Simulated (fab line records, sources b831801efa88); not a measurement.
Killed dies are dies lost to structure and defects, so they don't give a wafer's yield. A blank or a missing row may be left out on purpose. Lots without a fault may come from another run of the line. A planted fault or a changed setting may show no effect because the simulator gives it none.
One fault seen from 2 desks | flow sky130 | each desk has only its own numbers; what lay behind them comes last

THE METROLOGY DESK
What the gauges read, lot by lot, whatever tool the lot ran on: means of the sampled wafers that have a number. A lot is out of limits, marked OUT, if its mean lies more than 4 standard deviations from the usual mean; the brackets give that distance.
Columns: A = CONTACT_W_RS at SKY_CONTACT_RS_MEAS_25, usual 0.337 ohm/sq; B = CONTACT_W_THK at SKY_CONTACT_THK_MEAS_26, usual 343 nm
lot  | first seen here | A     | B
L295 | day 32 21:16    | 0.331 | 351
L302 | day 35 00:23    | 0.335 | 344
L309 | day 37 07:31    | 0.337 | 339
L310 | day 37 13:49    | 0.334 | 346
L312 | day 38 02:27    | 0.338 | 341
L313 | day 38 08:19    | 0.336 | 347
This desk's finding: nothing out of limits on any of the 6 lots.

THE TOOL OWNER'S DESK: pvd_sputter-04
The tool's own readings at SKY_METAL1_SPUTTER_00 (material Ti, target thk 15 nm, time 10 s): means of the sampled wafers that have a number, for each lot that ran on this tool. A lot is out of limits, marked OUT, if its mean lies more than 4 standard deviations from the usual mean; the brackets give that distance.
Columns: A = throttle_valve_pct at SKY_METAL1_SPUTTER_00, usual 30.3 %
lot  | first seen here | A
L295 | day 32 21:42    | 30.7
L309 | day 37 07:59    | 30.0
L310 | day 37 14:16    | 30.0
This desk's finding: nothing out of limits on any of the 3 lots.

PUT TOGETHER
The metrology desk saw nothing out of limits.
The tool owner's desk saw nothing out of limits.

WHAT THE SIMULATOR HAD PUT IN
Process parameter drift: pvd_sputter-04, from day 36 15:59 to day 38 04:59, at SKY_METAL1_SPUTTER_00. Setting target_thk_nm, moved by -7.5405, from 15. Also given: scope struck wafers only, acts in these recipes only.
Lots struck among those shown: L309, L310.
